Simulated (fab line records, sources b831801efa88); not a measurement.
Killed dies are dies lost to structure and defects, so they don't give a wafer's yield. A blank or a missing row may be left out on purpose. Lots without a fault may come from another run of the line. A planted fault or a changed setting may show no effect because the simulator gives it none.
Chamber matching | flow gf180mcu | GF_M5_ETCH_09 on rie_diel-04: 4 sister chambers
The step etches Si3N4 in CF4/O2, target depth 52 nm, time 11.6 s. 14 wafers are shown with their chamber, then 6 later ones without.

WAFERS WITH THEIR CHAMBER
wafer  | chamber | drypump_motor_current_A (A) | oes_product_au (a.u.) | bias_w (W)
L300.1 | 2       | 6.2                         | 1.003                 | 150.4
L300.2 | 3       | 6.0                         | 1.015                 | 150.2
L300.4 | 3       | 6.0                         | 1.011                 | 149.9
L301.1 | 1       | 5.2                         | 0.985                 | 151.0
L301.4 | 3       | 6.0                         | 1.004                 | 150.1
L301.5 | 2       | 6.2                         | 0.997                 | 149.6
L303.1 | 3       | 6.0                         | 1.030                 | 149.8
L303.3 | 1       | 5.2                         | 0.999                 | 150.3
L303.6 | 0       | 5.4                         | 0.998                 | 149.8
L307.2 | 3       | 6.1                         | 1.017                 | 150.1
L307.3 | 0       | 5.3                         | 1.014                 | 150.4
L307.6 | 2       | 6.2                         | 0.995                 | 150.1
L312.2 | 0       | 5.4                         | 1.001                 | 150.5
L312.4 | 3       | 6.1                         | 1.011                 | 149.3

SIGNATURES (means of the wafers above)
reading                 | chamber 0 | chamber 1 | chamber 2 | chamber 3 | scatter within a chamber
drypump_motor_current_A | 5.367     | 5.200     | 6.200     | 6.033     | 0.0447
oes_product_au          | 1.00433   | 0.99200   | 0.99833   | 1.01467   | 0.00812
bias_w                  | 150.233   | 150.650   | 150.033   | 149.900   | 0.374
Rule: a wafer's distance from a chamber is the root of the sum, over the readings, of the square of ((its reading less the chamber's mean) divided by the reading's scatter). The wafer belongs to the nearest chamber; if the next one is less than 2 further off, it can't be placed. The scatter: the root of (the sum of the squares of (reading less its chamber's mean) over the shown wafers, divided by (wafers less chambers)).

WAFERS WITHOUT THEIR CHAMBER
wafer  | drypump_motor_current_A (A) | oes_product_au (a.u.) | bias_w (W)
L321.2 | 6.2                         | 0.975                 | 149.7
L321.4 | 5.4                         | 0.984                 | 149.9
L321.5 | 5.2                         | 0.977                 | 150.3
L322.1 | 6.0                         | 1.003                 | 150.2
L322.4 | 5.2                         | 0.993                 | 150.1
L322.6 | 6.0                         | 1.013                 | 150.4

WHICH CHAMBER EACH WENT THROUGH
wafer  | from the rows above | in truth
L321.2 | 2                   | 2
L321.4 | 0                   | 0
L321.5 | 1                   | 1
L322.1 | 3                   | 3
L322.4 | 1                   | 1
L322.6 | 3                   | 3
Placed correctly: 6 of 6. Can't be placed from these rows: 0. Placed wrongly: 0.
